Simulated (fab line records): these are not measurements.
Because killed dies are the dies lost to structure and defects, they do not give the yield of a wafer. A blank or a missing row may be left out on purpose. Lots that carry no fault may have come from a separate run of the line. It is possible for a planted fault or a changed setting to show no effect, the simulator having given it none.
Problem report, 8D (eight disciplines) form, completed by code | flow sky130 | the parts of the form that need people (team, actions taken, sign-off) are left out

== 1. WHAT IS WRONG ==
bias w at SKY_FIELD_ISO_ETCH_15 reads a mean of 192.8 W on 2 wafers of 2 lots; wafers without a fault read 200.0 W with a standard deviation of 0.57. That puts it -13 standard deviations away from the usual mean.
The step: etches the open film in CHF3/O2, stops on Si, target depth 180 nm, time 72 s.
Seen first at day 4 14:19 on rie diel-02, wafer L577.6. Wafers with a number at this step in the record: 39, from 13 lots. By rule, "out" or "out of limits" means more than 4 standard deviations away from the usual mean. All remaining wafers that have a number are taken as sound.

== 2. WHAT IT IS AND WHAT IT IS NOT ==
question                    | is               | is not
which readings at this step | bias w           | chf3 flow sccm, drypump motor current A, throttle valve pct
which lots                  | L577, L579       | L566, L567, L569, L573, L580, L581, L584, L586, L587, L588, L589
which wafers of those lots  | L577.6, L579.6   | L577.4, L577.5, L579.2, L579.4
read on which tools         | rie diel-02      | rie diel-01, rie diel-04
when                        | from day 4 14:19 | up to then (14 sound wafers); but 23 sound wafers of L579, L580, L581, L584, L586, L587, L588, L589 came after

== 3. SUSPECTS, AND WHAT RULES EACH OUT ==
Counting: any tool at a process step up to the reading remains a suspect provided it ran every lot that is out. Sound lots after the first of them don't rule it out here, since some wafers of a struck lot are sound.
- rie diel-02 at SKY_FIELD_ISO_ETCH_15 (etches the open film in CHF3/O2, stops on Si, target depth 180 nm, time 72 s): kept. Ran every lot that is out, first one L577 (day 4 14:19); last sound lot up to then L573 (day 3 22:19). Its own readings are out on those wafers: bias w.
- rie diel-02, SKY_FIELD_ISO_ETCH_15: wafers that are out in chamber 1, sound lot-mates in chambers 0, 2, 3.
Left after counting: rie diel-02 at SKY_FIELD_ISO_ETCH_15.

== 4. THE CAUSE (what the simulator had put in) ==
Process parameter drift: rie diel-02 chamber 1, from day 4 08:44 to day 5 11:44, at SKY_FIELD_ISO_ETCH_15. A move of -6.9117 in setting bias w, from 200. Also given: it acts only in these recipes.
Counting left only this tool.

== 5. SEQUENCE OF EFFECTS, ordered by route ==
Each row: a reading whose mean over the struck wafers that have a number lies more than 3 standard deviations from the usual. Only readings whose record carries a usual standard deviation are examined. hours: median over the lots of the time between each lot's start at the first step of this table that gives one and its start at this step. sigmas: the change, counted in usual standard deviations.
hours | step                  | reading | usual   | on struck wafers | change | sigmas
0     | SKY_FIELD_ISO_ETCH_15 | bias w  | 200.0 W | 192.8            | -7.2   | -13
Its process steps:
- SKY_FIELD_ISO_ETCH_15: etches the open film in CHF3/O2, stops on Si, target depth 180 nm, time 72 s.
At these later measuring or inspecting steps, every struck wafer for which the step has a row has a number for every such reading, and none has moved that far: SKY_NWELL_RS_MEAS_29.

== 6. HOW IT WOULD HAVE BEEN CAUGHT EARLIER ==
In this record no reading fell out of limits until day 4 14:19, 6 hours after the fault had begun at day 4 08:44.
